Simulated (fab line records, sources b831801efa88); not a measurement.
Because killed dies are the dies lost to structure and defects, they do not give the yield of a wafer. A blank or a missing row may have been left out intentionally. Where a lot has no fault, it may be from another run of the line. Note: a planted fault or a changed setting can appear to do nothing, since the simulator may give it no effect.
A struck lot beside a sound one -- flow sky130 -- 17 steps out of a route of 708
Sound: the wafers L330.1, L330.2, L330.4. Wafers L343.3, L343.5, L343.6 were the ones struck. At the end, the cause is stated.
Per side, at each step with rows, come the tool, then ch with its chambers, and then its first start. Under that, the readings that differ: sound wafers -- struck wafers -- difference of the means -- sigmas: that difference in standard deviations of wafers without a fault.
alike: a reading whose means differ by less than 2 such deviations, as well as words and numbers matching on both sides. not compared: withheld readings; readings where some wafer has no value; bounds like >300 that might hide an equal value; numbers whose values overlap and for which the record gives no deviation.
Wherever a step has rows on one side only, a row that says differs or no value, or a row with sigmas, the two part there. Numbers that have no deviation but don't overlap get no sigmas and don't part them. A reading missing from all wafers of one side parts the sides only when that side holds two or more wafers.

SKY_LDD_HVN_OVL_MEAS_07:
  sound: overlay-02 at day 21 03:46; struck: overlay-01 at day 26 03:43
  alike: LDD_HVN_OVL
following that, these wafers have no rows for 1 step: SKY_LDD_HVN_IMPLANT_08.
SKY_LDD_HVN_STRIP_09: strips in O2/N2.
  sound on plasma_asher-03 ch 0,1, day 21 03:57; struck on plasma_asher-04 ch 0,1, day 26 03:55
  alike: drypump_motor_current_A, oes_product_au, strip_time_to_endpoint_s
  not compared: rf_hours_counter_h
SKY_LDD_HVN_TW_MEAS_10:
  sound: film_metro-03 at day 21 04:03; struck: film_metro-02 at day 26 04:00
  alike: LDD_HVN_TW
then, 7 steps without rows for these wafers: SKY_LDD_HVP_DEHYDRATE_00 (time 60 s); SKY_LDD_HVP_HMDS_01 (prime time 60 s); SKY_LDD_HVP_COAT_02 (resist thk 300 nm); SKY_LDD_HVP_SOFTBAKE_03 (time 60 s); SKY_LDD_HVP_EXPOSE_04 (exposes mask HVPTM, target cd 700 nm); SKY_LDD_HVP_PEB_05; SKY_LDD_HVP_DEVELOP_06 (develop time 60 s).
SKY_LDD_HVP_OVL_MEAS_07:
  sound: overlay-02 at day 22 10:26; struck: overlay-01 at day 27 07:50
  alike: LDD_HVP_OVL
SKY_LDD_HVP_IMPLANT_08:
  sound on implanter-04 ch 0, day 22 10:28; struck on implanter-02 ch 0, day 27 07:55
reading,sound,struck,difference,sigmas
beam_on_s (s),10.32 10.18 10.29,12.48 12.38 12.49,+2.19,+10
end_station_pressure_torr (Torr),5.01e-06 5.18e-06 5.06e-06,0.00010579 0.00011211 0.00010401,+0.00010222,+99 or more
faraday_current_uA,92.8 94.6 93.3,77.6 78.3 77.7,-15.7,-7
SKY_LDD_HVP_STRIP_09: strips in O2/N2.
  sound on plasma_asher-01 ch 0,1, day 22 10:37; struck on plasma_asher-03 ch 0,1, day 27 08:03
reading,sound,struck,difference,sigmas
oes_product_au (a.u.),0.409 0.402 0.405,0.416 0.417 0.415,+0.011,+2
  alike: drypump_motor_current_A, strip_time_to_endpoint_s
  not compared: rf_hours_counter_h
SKY_LDD_HVP_TW_MEAS_10:
  sound: film_metro-04 at day 22 10:43; struck: film_metro-01 at day 27 08:08
reading,sound,struck,difference,sigmas
LDD_HVP_TW,453.2 453.1 455.8,490.5 490.2 493.0,+37.2,+13
then, 1 step without rows for these wafers: SKY_LDD_LDN_DEHYDRATE_00 (time 60 s).
-- record jumps: 22 days separate the struck wafers' starts on either side; left off in module LDD_LDN, taken up again in module PAD_OPEN, whose first shown step is the route's number 708 --
SKY_PAD_OPEN_PROBE_99:
  sound: prober-01 at day 46 08:26; struck: prober-01 at day 49 13:25
reading,sound,struck,difference,sigmas
model.etest.tip_p_5v.rs_ohm_sq,2858 2856 2841,2452 2424 2438,-414,
model.etest.pfet_g5v0d10v5.r_on_ohm_um,4666 4706 4683,4613 4617 4638,-62,
  alike: killed_at_M0_to_M3, killed_at_M4_up, killed_at_contacts, killed_at_front_end, killed_at_other, killed_dies, killed_on_rim, killed_open, killed_short

## WHERE THEY PART
Earliest at SKY_LDD_HVP_IMPLANT_08; latest, in this record, at SKY_LDD_HVP_TW_MEAS_10. Later steps at which nothing parts them and some readings are alike: SKY_PAD_OPEN_PROBE_99.

WHY: whatever the simulator had introduced
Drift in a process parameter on implanter-02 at SKY_LDD_HVP_IMPLANT_08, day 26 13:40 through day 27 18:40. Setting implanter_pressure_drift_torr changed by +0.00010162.
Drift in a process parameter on implanter-02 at SKY_LDD_HVP_IMPLANT_08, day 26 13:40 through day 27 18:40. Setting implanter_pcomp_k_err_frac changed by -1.
